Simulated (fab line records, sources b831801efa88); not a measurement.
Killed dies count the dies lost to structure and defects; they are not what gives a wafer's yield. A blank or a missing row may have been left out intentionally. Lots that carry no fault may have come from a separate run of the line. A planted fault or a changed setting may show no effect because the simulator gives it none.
The same fault as seen by 2 desks :: flow gf180mcu :: every desk sees just its own numbers, and what lay behind them comes last

## THE METROLOGY DESK
Means of the sampled wafers that have a number, per lot and without regard to the tool the lot ran on: this is what the gauges read. A lot is out of limits, marked OUT, if its mean lies more than 4 standard deviations from the usual mean; the brackets give that distance.
Columns: A = HV_LDD_OVL at GF_HV_LDD_OVL_MEAS_08, usual -1.2 nm; B = SALICIDE_TIN_THK at GF_SALICIDE_THK_MEAS_05, usual 19.97 nm; C = CONTACT_BOW at GF_CONTACT_BOW_MEAS_05, usual 65 um
lot: L587
first seen here: day 9 23:53
A: -1.2
B: 19.65
C: 63

lot: L588
first seen here: day 10 09:37
A: -3.4
B: 20.09
C: 58

lot: L589
first seen here: day 10 18:47
A: 3.7
B: 20.06
C: 60

lot: L591
first seen here: day 11 13:39
A: -2.6
B: 19.88
C: 64

lot: L593
first seen here: day 11 22:03
A: -4.3
B: 19.66
C: 65

lot: L594
first seen here: day 12 04:34
A: 0.5
B: 19.93
C: 63

lot: L595
first seen here: day 12 15:21
A: -3.1
B: 20.01
C: 61

lot: L596
first seen here: day 12 18:02
A: -0.6
B: 19.85
C: 67

lot: L597
first seen here: day 13 02:18
A: -1.3
B: 19.81
C: 61

lot: L598
first seen here: day 13 07:36
A: -2.8
B: 20.18
C: 64

lot: L599
first seen here: day 13 14:54
A: 2.0
B: 20.12
C: 65

lot: L601
first seen here: day 14 12:34
A: -2.4
B: 19.79
C: 59

lot: L604
first seen here: day 15 05:13
A: -1.6
B: 20.34
C: 63
This desk found nothing out of limits on any of the 13 lots.

## AT THE TOOL OWNER'S DESK: litho-track-04
The tool's own readings at GF_SAB_COAT_04 (resist thk 1000 nm): means of the sampled wafers that have a number, for each lot that ran on this tool. A lot is out of limits, marked OUT, if its mean lies more than 4 standard deviations from the usual mean; the brackets give that distance.
Columns: A = spin-speed-rpm at GF_SAB_COAT_04, usual 3000.1 rpm
lot: L587
first seen here: day 14 14:51
A: 2999.3

lot: L595
first seen here: day 17 17:54
A: 3001.2

lot: L596
first seen here: day 17 20:51
A: 3002.2

lot: L598
first seen here: day 18 13:06
A: 3000.2

lot: L599
first seen here: day 18 22:57
A: 2997.6

lot: L601
first seen here: day 20 00:09
A: 2999.6

lot: L604
first seen here: day 20 18:52
A: 3000.2
This desk found nothing out of limits on any of the 7 lots.

## BROUGHT TOGETHER
Metrology desk: nothing out of limits seen.
The desk of the tool owner found nothing out of limits.

## WHAT THE SIMULATOR HAD PUT IN
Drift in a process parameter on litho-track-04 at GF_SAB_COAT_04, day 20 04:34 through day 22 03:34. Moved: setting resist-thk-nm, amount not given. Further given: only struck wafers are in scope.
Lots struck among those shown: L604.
